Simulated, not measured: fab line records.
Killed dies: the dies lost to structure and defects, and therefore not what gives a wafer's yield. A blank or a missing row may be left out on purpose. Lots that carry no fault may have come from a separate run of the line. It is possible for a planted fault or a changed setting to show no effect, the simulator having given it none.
The tool behind it: which one?    flow gf180mcu    12 lots (36 wafers sampled), 1 step of a 602-step route

WHAT EACH GAUGE READ, for each wafer
GF_SALICIDE_THK_MEAS_05: measures by xrf.
lot   measured      on            SALICIDE_TIN_THK (nm)
L075  day 15 07:41  filmMetro-03  19.58 19.57 19.44
L077  day 16 00:43  filmMetro-02  19.10 18.89 19.02
L079  day 17 01:07  filmMetro-03  19.70 19.77 19.73
L081  day 17 18:19  filmMetro-03  19.24 19.47 19.39
L083  day 18 13:16  filmMetro-01  19.16 19.17 19.60
L085  day 19 00:23  filmMetro-03  19.45 19.42 19.74
L087  day 19 23:22  filmMetro-01  19.76 19.76 19.48
L089  day 20 17:49  filmMetro-01  19.72 19.45 19.59
L091  day 21 00:04  filmMetro-03  19.52 19.63 19.73
L093  day 21 14:50  filmMetro-03  19.18 19.60 19.53
L095  day 22 06:28  filmMetro-02  19.31 18.90 19.27
L097  day 23 09:12  filmMetro-02  19.16 19.34 19.11

WHAT TOOL EACH LOT RAN ON (gives the tool, then ch and the chambers of the sampled wafers, and finally the start)
There is no process step in the record ahead of these readings.

THE ANSWER, worked out from the rows above alone
Rule: usual is defined by the lots themselves. Put in order of their means at a reading, lots are off if they are a third of the lots or fewer, leave a main group of 4 or more, and stand apart from it by a gap of 3 or more times the standard deviation of the main group's means; of several such gaps the widest counts. The tables above print the reading to a certain number of digits; a main group whose means all agree to those digits is not used. Also off: a lot with no number at a reading for which 4 or more lots have one. The other lots that the step has rows for count as sound.
No lot is off on any of the readings shown, so nothing can be concluded from this.

WHAT WAS PUT IN BY THE SIMULATOR
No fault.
